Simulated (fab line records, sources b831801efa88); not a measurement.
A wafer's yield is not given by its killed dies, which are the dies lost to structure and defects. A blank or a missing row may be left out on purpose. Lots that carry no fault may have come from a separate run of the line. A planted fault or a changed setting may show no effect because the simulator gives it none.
8D (eight disciplines) problem report, filled in by code    flow gf180mcu    the parts of the form that need people (team, actions taken, sign-off) are left out

## 1. WHAT IS WRONG
Mean M3_ALCU_THK at GF_M3_THK_MEAS_06: 478 nm over 3 wafers in 2 lots; fault-free wafers: 455 nm, standard deviation 4.8. That puts it +4.8 standard deviations away from the usual mean.
The step: measures by xrf.
First seen on wafer L989.1, day 25 05:36, on film-metro-04. Wafers with a number at this step in the record: 33, from 11 lots. By rule, "out" or "out of limits" means more than 4 standard deviations away from the usual mean. The other wafers with a number count as sound.

## 2. WHAT IT IS AND WHAT IT IS NOT
question                     is                            is not
which readings at this step  M3_ALCU_THK                   -
which lots                   L989, L990                    L976, L977, L978, L979, L980, L995, L997, L998, L999
which wafers of those lots   L989.1, L989.5, L990.6        L989.4, L990.1, L990.3
read on which gauges         film-metro-01, film-metro-04  film-metro-02
when                         from day 25 05:36             up to then (16 sound wafers); but 14 sound wafers of L990, L995, L997, L998, L999 came after

## 3. WHAT RULES OUT EACH SUSPECT
Counting: a tool at a process step up to the reading stays a suspect if it ran every lot that is out. Sound lots after the first of them don't rule it out here, since some wafers of a struck lot are sound.
- ruled out: the gauge at GF_M3_THK_MEAS_06. 2 gauges (film-metro-01, film-metro-04) read the wafers that are out.
- pvd-sputter-03 at GF_M3_SPUTTER_01 (material TiN, target thk 30 nm, time 25 s): kept. Ran every lot that is out, first one L989 (day 25 05:22); last sound lot up to then L980 (day 21 15:25).
- pvd-sputter-03 at GF_M3_SPUTTER_04 (material TiN, target thk 50 nm, time 41.7 s): kept. Ran every lot that is out, first one L989 (day 25 05:26); last sound lot up to then L980 (day 21 15:30).
The count leaves pvd-sputter-03 at GF_M3_SPUTTER_04 and pvd-sputter-03 at GF_M3_SPUTTER_01.

## 4. THE CAUSE (what the simulator had put in)
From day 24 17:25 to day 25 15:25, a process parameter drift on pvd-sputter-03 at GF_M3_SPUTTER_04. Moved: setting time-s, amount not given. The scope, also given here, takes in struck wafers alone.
Counting leaves 2 suspects; this tool is one of them.

## 5. THE EFFECT CHAIN, in route order
Each row: a reading whose mean over the struck wafers that have a number lies more than 3 standard deviations from the usual. Scope: only readings with a usual standard deviation given in the record; hours: median across lots of the time from each lot's start at the first step in this table that gives one to its start at this step; sigmas: change in usual standard deviations.
hours  step                 reading         usual       on struck wafers  change  sigmas
0      GF_M3_THK_MEAS_06    M3_ALCU_THK     455 nm      478               +23     +4.8
22     GF_M3_METAL_ETCH_16  oes-product-au  0.973 a.u.  0.949             -0.024  -4.0
It contains these process steps:
- GF_M3_METAL_ETCH_16: etches the open film in Cl2/BCl3, stops on SiO2, target depth 627.5 nm, time 104.6 s.

## 6. HOW IT WOULD HAVE BEEN CAUGHT EARLIER
The first out-of-limits reading at a measuring or inspecting step in this record came at day 25 05:36, 12 hours after the fault's start at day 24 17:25.
Of the tool readings at GF_M3_SPUTTER_04 for which the record gives a usual standard deviation, none was out on any struck wafer, so an alarm limit of 4 standard deviations on them would not have fired.
Lots out: 2; of these, L990 started GF_M3_SPUTTER_04 on pvd-sputter-03 after day 25 05:36. A tool hold placed at that time would have kept it from harm.
